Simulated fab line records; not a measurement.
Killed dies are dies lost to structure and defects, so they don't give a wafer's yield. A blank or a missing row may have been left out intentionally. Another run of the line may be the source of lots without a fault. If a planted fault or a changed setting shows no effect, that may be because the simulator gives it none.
The tool behind it: which one? / flow sky130 / Sampling: 13 lots, 39 wafers, 7 of 708 route steps

WHAT THE GAUGES SHOWED, per wafer
SKY_RES_PROTECT_TW_MEAS_08. Usual: POLY_GATE_TW 4039, standard deviation 37.
lot=L189; measured=day 15 10:52; on=filmMetro-03; POLY_GATE_TW=4099 4062 4068; flag=
lot=L190; measured=day 15 18:28; on=filmMetro-01; POLY_GATE_TW=4035 4019 4000; flag=
lot=L191; measured=day 16 03:20; on=filmMetro-03; POLY_GATE_TW=4070 4075 4063; flag=
lot=L192; measured=day 16 06:20; on=filmMetro-03; POLY_GATE_TW=4105 4079 4097; flag=
lot=L196; measured=day 17 18:27; on=filmMetro-03; POLY_GATE_TW=4068 4058 4050; flag=
lot=L197; measured=day 17 23:51; on=filmMetro-02; POLY_GATE_TW=4037 4025 4035; flag=
lot=L198; measured=day 18 07:13; on=filmMetro-01; POLY_GATE_TW=4030 4012 4004; flag=
lot=L201; measured=day 19 16:48; on=filmMetro-02; POLY_GATE_TW=4032 4010 4015; flag=
lot=L202; measured=day 19 16:59; on=filmMetro-01; POLY_GATE_TW=4029 4005 4023; flag=
lot=L209; measured=day 22 06:46; on=filmMetro-01; POLY_GATE_TW=4079 4074 4053; flag=
lot=L210; measured=day 22 12:01; on=filmMetro-01; POLY_GATE_TW=4047 4005 4031; flag=
lot=L211; measured=day 22 23:35; on=filmMetro-02; POLY_GATE_TW=4015 4004 4010; flag=
lot=L212; measured=day 23 10:04; on=filmMetro-01; POLY_GATE_TW=3994 4023 4016; flag=

SKY_SD_P_CD_MEAS_07 targets a cd of 380 nm. Usual: 381.0 nm for cdNm, sd 2.1.
lot=L189; measured=day 25 18:11; on=cdSem-02; cdNm (nm)=382.6 385.6 381.6; flag=
lot=L190; measured=day 26 04:46; on=cdSem-02; cdNm (nm)=381.2 381.4 379.8; flag=
lot=L191; measured=day 26 11:31; on=cdSem-01; cdNm (nm)=381.3 383.3 381.3; flag=
lot=L192; measured=day 26 14:13; on=cdSem-02; cdNm (nm)=383.4 384.0 383.9; flag=
lot=L196; measured=day 28 05:49; on=cdSem-02; cdNm (nm)=382.3 383.1 383.2; flag=
lot=L197; measured=day 28 13:41; on=cdSem-02; cdNm (nm)=379.5 378.6 380.8; flag=
lot=L198; measured=day 28 14:55; on=cdSem-01; cdNm (nm)=383.4 382.1 384.0; flag=
lot=L201; measured=day 29 20:14; on=cdSem-02; cdNm (nm)=383.3 380.7 381.5; flag=
lot=L202; measured=day 29 21:05; on=cdSem-01; cdNm (nm)=- - -; flag=OFF
lot=L209; measured=day 32 05:41; on=cdSem-02; cdNm (nm)=380.8 380.4 377.7; flag=
lot=L210; measured=day 32 10:29; on=cdSem-01; cdNm (nm)=380.3 382.0 379.9; flag=
lot=L211; measured=day 32 20:28; on=cdSem-01; cdNm (nm)=381.9 382.8 384.1; flag=
lot=L212; measured=day 33 03:43; on=cdSem-02; cdNm (nm)=381.5 382.0 383.1; flag=

SKY_SD_P_TW_MEAS_11. Usual: SD_P_TW 2826, standard deviation 20.
lot=L189; measured=day 25 18:35; on=filmMetro-03; SD_P_TW=2850 2845 2857; flag=
lot=L190; measured=day 26 05:11; on=filmMetro-04; SD_P_TW=2824 2802 2823; flag=
lot=L191; measured=day 26 11:54; on=filmMetro-01; SD_P_TW=2806 2796 2810; flag=
lot=L192; measured=day 26 14:38; on=filmMetro-03; SD_P_TW=2815 2834 2827; flag=
lot=L196; measured=day 28 06:12; on=filmMetro-03; SD_P_TW=2858 2853 2853; flag=
lot=L197; measured=day 28 14:05; on=filmMetro-04; SD_P_TW=2800 2796 2800; flag=
lot=L198; measured=day 28 15:20; on=filmMetro-03; SD_P_TW=2860 2863 2861; flag=
lot=L201; measured=day 29 20:38; on=filmMetro-03; SD_P_TW=2829 2810 2824; flag=
lot=L202; measured=day 29 21:29; on=filmMetro-03; SD_P_TW=30 30 30; flag=OFF
lot=L209; measured=day 32 06:05; on=filmMetro-01; SD_P_TW=2818 2812 2803; flag=
lot=L210; measured=day 32 10:53; on=filmMetro-04; SD_P_TW=2793 2790 2807; flag=
lot=L211; measured=day 32 20:51; on=filmMetro-04; SD_P_TW=2804 2805 2805; flag=
lot=L212; measured=day 33 04:08; on=filmMetro-04; SD_P_TW=2808 2824 2837; flag=

SKY_RES_XHIGH_TW_MEAS_09. Usual: RES_XHIGH_TW 1639, standard deviation 13.
lot=L189; measured=day 26 23:47; on=filmMetro-01; RES_XHIGH_TW=1625 1642 1626; flag=
lot=L190; measured=day 27 09:26; on=filmMetro-04; RES_XHIGH_TW=1626 1648 1631; flag=
lot=L191; measured=day 27 16:55; on=filmMetro-03; RES_XHIGH_TW=1638 1648 1637; flag=
lot=L192; measured=day 27 19:40; on=filmMetro-01; RES_XHIGH_TW=1628 1630 1635; flag=
lot=L196; measured=day 29 10:54; on=filmMetro-03; RES_XHIGH_TW=1639 1644 1642; flag=
lot=L197; measured=day 29 17:56; on=filmMetro-04; RES_XHIGH_TW=1631 1639 1634; flag=
lot=L198; measured=day 29 19:28; on=filmMetro-01; RES_XHIGH_TW=1625 1630 1629; flag=
lot=L201; measured=day 31 00:11; on=filmMetro-03; RES_XHIGH_TW=1647 1651 1644; flag=
lot=L202; measured=day 31 01:03; on=filmMetro-03; RES_XHIGH_TW=2893 2886 2876; flag=OFF
lot=L209; measured=day 33 09:26; on=filmMetro-01; RES_XHIGH_TW=1630 1637 1624; flag=
lot=L210; measured=day 33 13:26; on=filmMetro-03; RES_XHIGH_TW=1654 1649 1660; flag=
lot=L211; measured=day 33 23:50; on=filmMetro-03; RES_XHIGH_TW=1653 1656 1666; flag=
lot=L212; measured=day 34 06:32; on=filmMetro-01; RES_XHIGH_TW=1612 1628 1621; flag=

SKY_SD_N_OVL_MEAS_08. Usual: SD_N_OVL 0.3 nm, standard deviation 1.3.
lot=L189; measured=day 28 04:29; on=overlay-01; SD_N_OVL (nm)=1.1 1.6 0.1; flag=
lot=L190; measured=day 28 14:14; on=overlay-02; SD_N_OVL (nm)=-0.9 -1.7 0.5; flag=
lot=L191; measured=day 28 21:45; on=overlay-01; SD_N_OVL (nm)=0.5 0.7 -1.4; flag=
lot=L192; measured=day 28 23:53; on=overlay-02; SD_N_OVL (nm)=0.1 1.2 0.6; flag=
lot=L196; measured=day 30 14:43; on=overlay-01; SD_N_OVL (nm)=1.5 1.0 0.4; flag=
lot=L197; measured=day 30 21:34; on=overlay-01; SD_N_OVL (nm)=0.8 0.5 1.4; flag=
lot=L198; measured=day 30 22:28; on=overlay-01; SD_N_OVL (nm)=-1.3 1.9 -2.3; flag=
lot=L201; measured=day 32 03:34; on=overlay-02; SD_N_OVL (nm)=1.3 -1.0 2.8; flag=
lot=L202; measured=day 32 04:28; on=overlay-01; SD_N_OVL (nm)=2.0 1.3 2.5; flag=
lot=L209; measured=day 34 11:53; on=overlay-02; SD_N_OVL (nm)=1.5 0.2 2.3; flag=
lot=L210; measured=day 34 16:02; on=overlay-02; SD_N_OVL (nm)=-3.2 -0.5 -1.1; flag=
lot=L211; measured=day 35 01:25; on=overlay-01; SD_N_OVL (nm)=0.9 1.4 1.5; flag=
lot=L212; measured=day 35 08:43; on=overlay-01; SD_N_OVL (nm)=1.3 1.3 2.3; flag=

EACH LOT AND THE TOOL THAT RAN IT (in order: tool; ch and the chambers of the sampled wafers; start)
lot=L189; SKY_LDD_LDN_STRIP_12=plasmaAsher-03 ch 0, day 23 05:31; SKY_SD_P_EXPOSE_04=ilineStepper-02 ch 0, day 25 03:41
lot=L190; SKY_LDD_LDN_STRIP_12=plasmaAsher-03 ch 0,1, day 23 14:31; SKY_SD_P_EXPOSE_04=ilineStepper-02 ch 0, day 25 14:02
lot=L191; SKY_LDD_LDN_STRIP_12=plasmaAsher-03 ch 0,1, day 23 22:53; SKY_SD_P_EXPOSE_04=ilineStepper-01 ch 0, day 25 21:34
lot=L192; SKY_LDD_LDN_STRIP_12=plasmaAsher-03 ch 0,1, day 24 02:28; SKY_SD_P_EXPOSE_04=ilineStepper-02 ch 0, day 26 00:39
lot=L196; SKY_LDD_LDN_STRIP_12=plasmaAsher-02 ch 0,1, day 25 17:37; SKY_SD_P_EXPOSE_04=ilineStepper-01 ch 0, day 27 15:20
lot=L197; SKY_LDD_LDN_STRIP_12=plasmaAsher-04 ch 1, day 26 02:04; SKY_SD_P_EXPOSE_04=ilineStepper-01 ch 0, day 27 23:13
lot=L198; SKY_LDD_LDN_STRIP_12=plasmaAsher-03 ch 1, day 26 03:37; SKY_SD_P_EXPOSE_04=ilineStepper-01 ch 0, day 28 01:02
lot=L201; SKY_LDD_LDN_STRIP_12=plasmaAsher-04 ch 0,1, day 27 09:58; SKY_SD_P_EXPOSE_04=ilineStepper-01 ch 0, day 29 06:40
lot=L202; SKY_LDD_LDN_STRIP_12=plasmaAsher-02 ch 0,1, day 27 10:16; SKY_SD_P_EXPOSE_04=ilineStepper-02 ch 0, day 29 07:46
lot=L209; SKY_LDD_LDN_STRIP_12=plasmaAsher-04 ch 0,1, day 29 19:28; SKY_SD_P_EXPOSE_04=ilineStepper-02 ch 0, day 31 16:41
lot=L210; SKY_LDD_LDN_STRIP_12=plasmaAsher-02 ch 0,1, day 30 00:10; SKY_SD_P_EXPOSE_04=ilineStepper-02 ch 0, day 31 21:10
lot=L211; SKY_LDD_LDN_STRIP_12=plasmaAsher-02 ch 0,1, day 30 11:26; SKY_SD_P_EXPOSE_04=ilineStepper-02 ch 0, day 32 07:13
lot=L212; SKY_LDD_LDN_STRIP_12=plasmaAsher-03 ch 1, day 30 20:22; SKY_SD_P_EXPOSE_04=ilineStepper-01 ch 0, day 32 14:34
- SKY_LDD_LDN_STRIP_12: strips in O2/N2.
- SKY_SD_P_EXPOSE_04: exposes mask PSDM, target cd 380 nm.

AS READ BY THE TOOLS THEMSELVES (means over the sampled wafers that have a number; for cases with no such wafer, the mark the record gives instead)
SKY_LDD_LDN_STRIP_12. Usual: drypumpMotorCurrentA 5.83 A, standard deviation 0.28; oesProductAu 0.716 a.u., standard deviation 0.0047; stripTimeToEndpointS 14.19 s, standard deviation 0.044.
lot=L189; tool=plasmaAsher-03; drypumpMotorCurrentA (A)=5.95; oesProductAu (a.u.)=0.719; stripTimeToEndpointS (s)=14.22; flag=
lot=L190; tool=plasmaAsher-03; drypumpMotorCurrentA (A)=6.15; oesProductAu (a.u.)=0.719; stripTimeToEndpointS (s)=14.21; flag=
lot=L191; tool=plasmaAsher-03; drypumpMotorCurrentA (A)=6.06; oesProductAu (a.u.)=0.716; stripTimeToEndpointS (s)=14.22; flag=
lot=L192; tool=plasmaAsher-03; drypumpMotorCurrentA (A)=6.15; oesProductAu (a.u.)=0.714; stripTimeToEndpointS (s)=14.12; flag=
lot=L196; tool=plasmaAsher-02; drypumpMotorCurrentA (A)=5.62; oesProductAu (a.u.)=0.715; stripTimeToEndpointS (s)=14.21; flag=
lot=L197; tool=plasmaAsher-04; drypumpMotorCurrentA (A)=5.83; oesProductAu (a.u.)=0.715; stripTimeToEndpointS (s)=14.15; flag=
lot=L198; tool=plasmaAsher-03; drypumpMotorCurrentA (A)=6.20; oesProductAu (a.u.)=0.712; stripTimeToEndpointS (s)=14.26; flag=
lot=L201; tool=plasmaAsher-04; drypumpMotorCurrentA (A)=5.79; oesProductAu (a.u.)=0.720; stripTimeToEndpointS (s)=14.18; flag=
lot=L202; tool=plasmaAsher-02; drypumpMotorCurrentA (A)=5.46; oesProductAu (a.u.)=0.714; stripTimeToEndpointS (s)=14.21; flag=
lot=L209; tool=plasmaAsher-04; drypumpMotorCurrentA (A)=5.80; oesProductAu (a.u.)=0.716; stripTimeToEndpointS (s)=14.20; flag=
lot=L210; tool=plasmaAsher-02; drypumpMotorCurrentA (A)=5.47; oesProductAu (a.u.)=0.712; stripTimeToEndpointS (s)=14.18; flag=
lot=L211; tool=plasmaAsher-02; drypumpMotorCurrentA (A)=5.46; oesProductAu (a.u.)=0.714; stripTimeToEndpointS (s)=14.23; flag=
lot=L212; tool=plasmaAsher-03; drypumpMotorCurrentA (A)=6.20; oesProductAu (a.u.)=0.716; stripTimeToEndpointS (s)=14.20; flag=

SKY_SD_P_EXPOSE_04. Usual: 23.01 C for reticleTempC, sd 0.11.
lot=L189; tool=ilineStepper-02; reticleTempC (C)=22.99; flag=
lot=L190; tool=ilineStepper-02; reticleTempC (C)=23.05; flag=
lot=L191; tool=ilineStepper-01; reticleTempC (C)=23.09; flag=
lot=L192; tool=ilineStepper-02; reticleTempC (C)=23.20; flag=
lot=L196; tool=ilineStepper-01; reticleTempC (C)=23.03; flag=
lot=L197; tool=ilineStepper-01; reticleTempC (C)=23.03; flag=
lot=L198; tool=ilineStepper-01; reticleTempC (C)=22.97; flag=
lot=L201; tool=ilineStepper-01; reticleTempC (C)=22.99; flag=
lot=L202; tool=ilineStepper-02; reticleTempC (C)=22.99; flag=
lot=L209; tool=ilineStepper-02; reticleTempC (C)=23.06; flag=
lot=L210; tool=ilineStepper-02; reticleTempC (C)=23.00; flag=
lot=L211; tool=ilineStepper-02; reticleTempC (C)=23.02; flag=
lot=L212; tool=ilineStepper-01; reticleTempC (C)=23.00; flag=

THE ANSWER, worked out from the rows above alone
Rule: lot off if the mean of its wafers having a number is beyond 3 standard deviations from the usual mean. Also off: a lot with no number at a reading for which 4 or more lots have one. The other lots that the step has rows for count as sound. First the gauges in route order, then the tools' own readings, where a lot's mean is used as printed above. At the first step where some lot is off, the reading lying furthest off is the one used; lots without a number count as furthest.
Off at SKY_SD_P_CD_MEAS_07 (cdNm): L202. Without a number there: L202.
A tool fits if, at a process step before that reading, it ran every lot that is off, and no sound lot after the first of them. The gauges at SKY_SD_P_CD_MEAS_07 aren't tried: what is off there is off at SKY_SD_P_TW_MEAS_11 too, on other tools, and a gauge's error can't cause that. None of those tried fits.

WHAT WAS PUT IN BY THE SIMULATOR
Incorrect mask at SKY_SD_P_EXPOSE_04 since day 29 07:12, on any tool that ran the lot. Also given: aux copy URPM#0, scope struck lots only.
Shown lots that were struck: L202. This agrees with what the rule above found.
